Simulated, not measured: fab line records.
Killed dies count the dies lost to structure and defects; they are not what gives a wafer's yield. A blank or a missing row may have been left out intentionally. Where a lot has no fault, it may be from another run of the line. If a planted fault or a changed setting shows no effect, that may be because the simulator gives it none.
Matching of chambers    flow gf180mcu    GF_V2_CVD_00 on hdpcvd-02 has 3 sister chambers
The step deposits SiO2, target thk 600 nm, time 100 s. 14 wafers are shown with their chamber, then 7 later ones without.

## WAFERS WITH THEIR CHAMBER
wafer   chamber  pressure_mtorr (mTorr)
L412.3  1        5.994
L412.5  1        6.002
L412.6  0        6.008
L413.4  2        5.989
L413.5  0        6.010
L413.6  1        6.010
L414.1  0        6.016
L414.2  2        6.006
L414.4  1        6.008
L417.1  1        5.993
L417.2  2        5.988
L417.3  0        6.019
L419.1  1        6.024
L419.3  0        5.993

SIGNATURES (means of the wafers above)
reading         chamber 0  chamber 1  chamber 2  scatter within a chamber
pressure_mtorr  6.00920    6.00517    5.99433    0.0108
Rule: for each reading, subtract the chamber's mean from the wafer's reading, divide by that reading's scatter and square the result; add these up over the readings and take the root, which gives the wafer's distance from the chamber. The wafer belongs to the nearest chamber; if the next one is less than 2 further off, it can't be placed. The scatter: take each reading less its chamber's mean, square it, sum over the shown wafers, divide by the number of wafers less the number of chambers, and take the root.

## WAFERS MISSING THEIR CHAMBER
wafer   pressure_mtorr (mTorr)
L419.4  6.016
L421.1  5.991
L421.2  5.994
L421.3  6.011
L434.3  6.003
L434.4  6.005
L434.5  5.994

## WHICH CHAMBER EACH ONE RAN IN
wafer   from the rows above           in truth
L419.4  can't be placed: 0 or 1 or 2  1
L421.1  can't be placed: 2 or 1 or 0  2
L421.2  can't be placed: 2 or 1 or 0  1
L421.3  can't be placed: 0 or 1 or 2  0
L434.3  can't be placed: 1 or 0 or 2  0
L434.4  can't be placed: 1 or 0 or 2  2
L434.5  can't be placed: 2 or 1 or 0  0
Placed correctly: 0 of 7. Not placeable from these rows: 7 (in 7, the candidates include the true chamber). Number placed wrongly: 0.
